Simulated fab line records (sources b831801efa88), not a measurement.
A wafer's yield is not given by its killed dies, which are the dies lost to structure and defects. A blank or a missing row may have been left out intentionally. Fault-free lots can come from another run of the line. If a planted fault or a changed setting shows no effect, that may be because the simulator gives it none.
A struck lot beside a sound one ; flow gf180mcu ; 14 out of 602 route steps
Sound: the wafers L351.2, L351.3, L351.6. Wafers L350.2, L350.4, L350.6 were the ones struck. At the end, the cause is stated.
Order at every step that has rows: each side's tool, ch and its chambers, its first start. Under that, the readings that differ: sound wafers ; struck wafers ; difference of the means ; sigmas: that difference in standard deviations of wafers without a fault.
alike: same words and numbers on both sides, and readings whose means sit less than 2 such deviations apart. not compared: any withheld reading, any reading some wafer has no value for, any bound like >300 that may hide the same value, and any number with overlapping values for which the record gives no deviation.
A row with sigmas, a row that says differs or no value, or rows on one side alone: a step with any of these is where the two part. Numbers that don't overlap but have no deviation are shown without sigmas and don't part them. Lack of a reading on every wafer of one side parts them only where that side has two or more wafers.

first, 3 steps without rows for these wafers: GF_NWELL_EXPOSE_04 (exposes mask Nwell, target cd 860 nm); GF_NWELL_PEB_05; GF_NWELL_DEVELOP_06 (develop time 60 s).
GF_NWELL_OVL_MEAS_07:
  struck on overlay-01, day 7 16:02; sound on overlay-02, day 7 19:56
  alike: NWELL_OVL
then, 2 steps without rows for these wafers: GF_NWELL_IMPLANT_08; GF_NWELL_IMPLANT_09.
GF_NWELL_STRIP_10: strips in O2/N2.
  sound on plasma asher-04 ch 0,1, day 7 20:16; struck on plasma asher-02 ch 0,1, day 7 16:22
  alike: drypump motor current A, heater power w, o2 flow sccm, oes product au, strip time to endpoint s
  not compared: rf hours counter h
GF_NWELL_TW_MEAS_11:
  struck on film metro-02, day 7 16:28; sound on film metro-03, day 7 20:22
  alike: NWELL_TW
then, 4 steps without rows for these wafers: GF_LVPWELL_DEHYDRATE_00 (time 60 s); GF_LVPWELL_HMDS_01 (prime time 60 s); GF_LVPWELL_COAT_02 (resist thk 3000 nm); GF_LVPWELL_SOFTBAKE_03.
GF_LVPWELL_EXPOSE_04: exposes mask LVPWELL, target cd 600 nm.
  sound on iline stepper-01 ch 0, day 8 04:02; struck on iline stepper-01, day 8 00:32
  no value came back on the struck wafers for exposure dose mJ cm2, focus offset nm (nm), stage vel mm s (mm/s); on the sound wafers exposure dose mJ cm2 reads 255.72 255.64 255.97
  alike: mask
next, for these wafers, 1 step has no rows: GF_LVPWELL_PEB_05.

== WHERE THEY PART ==
Only at GF_LVPWELL_EXPOSE_04, within this record.

WHY: what the simulator had put in
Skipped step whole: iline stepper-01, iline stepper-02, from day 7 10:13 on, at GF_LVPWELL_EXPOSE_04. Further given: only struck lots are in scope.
